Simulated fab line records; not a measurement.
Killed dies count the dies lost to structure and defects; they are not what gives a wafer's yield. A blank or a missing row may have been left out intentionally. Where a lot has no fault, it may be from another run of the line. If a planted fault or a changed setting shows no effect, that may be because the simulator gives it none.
Which tool did it? | flow sky130 | 13 lots with 39 wafers sampled at 5 steps, on a route of 708 steps

## WHAT EACH GAUGE READ, for each wafer
SKY_PWDE_TW_MEAS_10.
lot  | measured    | on            | PWDE_TW
L286 | day 3 19:54 | film metro-01 | 383 387 383
L289 | day 4 12:23 | film metro-01 | 383 383 384
L290 | day 4 19:44 | film metro-04 | 373 373 373
L294 | day 5 15:13 | film metro-01 | 382 382 382
L295 | day 5 23:21 | film metro-04 | 370 370 371
L296 | day 6 08:24 | film metro-01 | 387 386 387
L297 | day 6 09:59 | film metro-01 | 383 385 386
L298 | day 6 15:56 | film metro-02 | 379 378 378
L299 | day 6 20:08 | film metro-01 | 383 385 384
L303 | day 8 03:14 | film metro-02 | 376 376 377
L305 | day 8 08:50 | film metro-04 | 372 370 370
L308 | day 8 22:32 | film metro-01 | 386 383 385
L309 | day 9 04:39 | film metro-01 | 387 386 384

SKY_NWELL_RS_MEAS_31: the measuring method here is four-point-probe.
lot  | measured     | on            | PWDE_RS (ohm/sq)
L286 | day 5 07:24  | film metro-01 | 5256 5251 5269
L289 | day 6 00:56  | film metro-01 | 5284 5283 5288
L290 | day 6 09:05  | film metro-01 | 5237 5244 5236
L294 | day 7 06:56  | film metro-04 | 5263 5272 5280
L295 | day 7 15:28  | film metro-01 | 5304 5300 5305
L296 | day 8 00:52  | film metro-01 | 5246 5281 5285
L297 | day 8 02:56  | film metro-04 | 5274 5263 5262
L298 | day 8 08:32  | film metro-01 | 5258 5252 5264
L299 | day 8 13:22  | film metro-04 | 5265 5276 5274
L303 | day 9 23:29  | film metro-04 | 5255 5265 5258
L305 | day 10 04:26 | film metro-01 | 5252 5262 5268
L308 | day 10 20:45 | film metro-01 | 5280 5270 5266
L309 | day 11 01:06 | film metro-04 | 5244 5271 5257

SKY_VT_ADJUST_LVTN_OVL_MEAS_18.
lot  | measured     | on         | VT_ADJUST_LVTN_01_OVL (nm)
L286 | day 7 17:20  | overlay-02 | -0.8 2.4 -0.6
L289 | day 8 12:32  | overlay-02 | 0.9 -0.8 0.8
L290 | day 8 21:11  | overlay-02 | -0.9 -2.1 -1.4
L294 | day 10 00:18 | overlay-01 | -2.3 -1.8 -1.2
L295 | day 10 07:02 | overlay-02 | 2.0 1.6 -1.1
L296 | day 10 18:38 | overlay-01 | -2.7 -0.7 -1.3
L297 | day 10 21:54 | overlay-02 | 0.3 0.8 -0.6
L298 | day 11 01:35 | overlay-02 | -0.6 1.1 -0.6
L299 | day 11 08:23 | overlay-01 | -2.5 -1.5 -2.0
L303 | day 12 22:35 | overlay-01 | -0.3 1.2 -0.3
L305 | day 13 03:20 | overlay-01 | -2.6 -2.8 -1.5
L308 | day 13 22:11 | overlay-01 | -1.1 -0.8 -0.9
L309 | day 14 03:30 | overlay-01 | -3.3 -0.6 -2.7

SKY_VT_ADJUST_NCORE_TW_MEAS_11.
lot  | measured     | on            | VT_ADJUST_NCORE_TW
L286 | day 8 14:22  | film metro-02 | 220.3 220.6 219.8
L289 | day 9 10:36  | film metro-02 | 218.4 217.6 217.2
L290 | day 9 19:33  | film metro-01 | 226.4 226.3 224.9
L294 | day 10 23:28 | film metro-03 | 221.3 220.8 220.9
L295 | day 11 06:34 | film metro-03 | 219.4 219.1 219.8
L296 | day 11 18:34 | film metro-03 | 219.9 220.3 220.4
L297 | day 11 22:18 | film metro-03 | 219.5 218.6 218.7
L298 | day 12 02:13 | film metro-03 | 220.3 219.2 218.4
L299 | day 12 08:46 | film metro-01 | 224.8 225.3 224.5
L303 | day 13 23:57 | film metro-01 | 240.6 240.0 240.8
L305 | day 14 06:00 | film metro-02 | 234.9 236.0 235.9
L308 | day 15 01:09 | film metro-01 | 226.1 225.6 225.5
L309 | day 15 06:37 | film metro-03 | 221.4 221.1 220.6

## EACH LOT AND THE TOOL THAT RAN IT (in order: tool; ch and the chambers of the sampled wafers; start)
lot  | SKY_VT_ADJUST_NCORE_IMPLANT_09
L286 | implanter-04 ch 0, day 8 14:09
L289 | implanter-02 ch 0, day 9 10:21
L290 | implanter-02 ch 0, day 9 19:18
L294 | implanter-04 ch 0, day 10 23:15
L295 | implanter-02 ch 0, day 11 06:21
L296 | implanter-04 ch 0, day 11 18:19
L297 | implanter-04 ch 0, day 11 22:03
L298 | implanter-04 ch 0, day 12 01:58
L299 | implanter-03 ch 0, day 12 08:32
L303 | implanter-02 ch 0, day 13 23:42
L305 | implanter-02 ch 0, day 14 05:45
L308 | implanter-04 ch 0, day 15 00:54
L309 | implanter-04 ch 0, day 15 06:23
- SKY_VT_ADJUST_NCORE_IMPLANT_09

## AS READ BY THE TOOLS THEMSELVES (means over the sampled wafers that have a number; for cases with no such wafer, the mark the record gives instead)
SKY_VT_ADJUST_NCORE_IMPLANT_09.
lot  | tool         | beam energy keV | beam on s (s) | end station pressure torr (Torr) | faraday current uA
L286 | implanter-04 | 9.998           | 10.11         | 4.93e-06                         | 13.35
L289 | implanter-02 | 10.000          | 10.32         | 5.07e-06                         | 13.08
L290 | implanter-02 | 9.998           | 10.04         | 5.30e-06                         | 13.45
L294 | implanter-04 | 10.001          | 10.01         | 5.14e-06                         | 13.50
L295 | implanter-02 | 10.000          | 10.06         | 4.78e-06                         | 13.46
L296 | implanter-04 | 9.999           | 9.91          | 4.89e-06                         | 13.70
L297 | implanter-04 | 10.001          | 10.03         | 4.79e-06                         | 13.51
L298 | implanter-04 | 9.995           | 10.01         | 4.98e-06                         | 13.55
L299 | implanter-03 | 10.000          | 10.13         | 5.17e-06                         | 13.39
L303 | implanter-02 | 9.997           | 12.64         | 4.82e-06                         | 10.71
L305 | implanter-02 | 9.997           | 12.73         | 5.02e-06                         | 10.64
L308 | implanter-04 | 9.999           | 10.02         | 5.08e-06                         | 13.50
L309 | implanter-04 | 10.002          | 10.01         | 4.99e-06                         | 13.49

## THE ANSWER, worked out from the rows above alone
Rule: the lots themselves supply what counts as usual. Put in order of their means at a reading, lots are off if they are a third of the lots or fewer, leave a main group of 4 or more, and stand apart from it by a gap of 3 or more times the standard deviation of the main group's means; of several such gaps the widest counts. A main group is skipped when, at the precision printed for the reading in the tables above, its means are all equal. Also off: a lot with no number at a reading for which 4 or more lots have one. Any other lot the step has rows for is counted as sound. The gauges are gone through in route order, then the tools' own readings, and for those a lot's mean is taken as printed above. At the first step where some lot is off, the reading lying furthest off is the one used; lots without a number count as furthest.
Off: L303, L305, at SKY_VT_ADJUST_NCORE_TW_MEAS_11 (VT_ADJUST_NCORE_TW). Mean 221.3 and standard deviation 2.7 in the main group.
A tool fits if, at a process step before that reading, it ran every lot that is off, and no sound lot after the first of them. Not tried: the gauges at SKY_VT_ADJUST_NCORE_TW_MEAS_11; whatever is off there is also off at SKY_VT_ADJUST_NCORE_IMPLANT_09, on other tools, and gauge error can't account for it. One fits: implanter-02 at SKY_VT_ADJUST_NCORE_IMPLANT_09. Its last sound lot is L295 (day 11 06:21), its first lot that is off L303 (day 13 23:42): a fault that began between those two fits.
The tool's own readings at SKY_VT_ADJUST_NCORE_IMPLANT_09 bear it out: on the lots that are off they differ by more than 5 times the standard deviation of the sound lots' means. beam on s reads 12.69 s there against 10.06 s on the sound lots; faraday current uA reads 10.68 there against 13.45 on the sound lots.

## WHAT THE SIMULATOR HAD INSERTED
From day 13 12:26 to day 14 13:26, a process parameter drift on implanter-02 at SKY_VT_ADJUST_NCORE_IMPLANT_09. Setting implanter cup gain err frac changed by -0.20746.
Shown lots that were struck: L303, L305. The rule above reached the same finding.
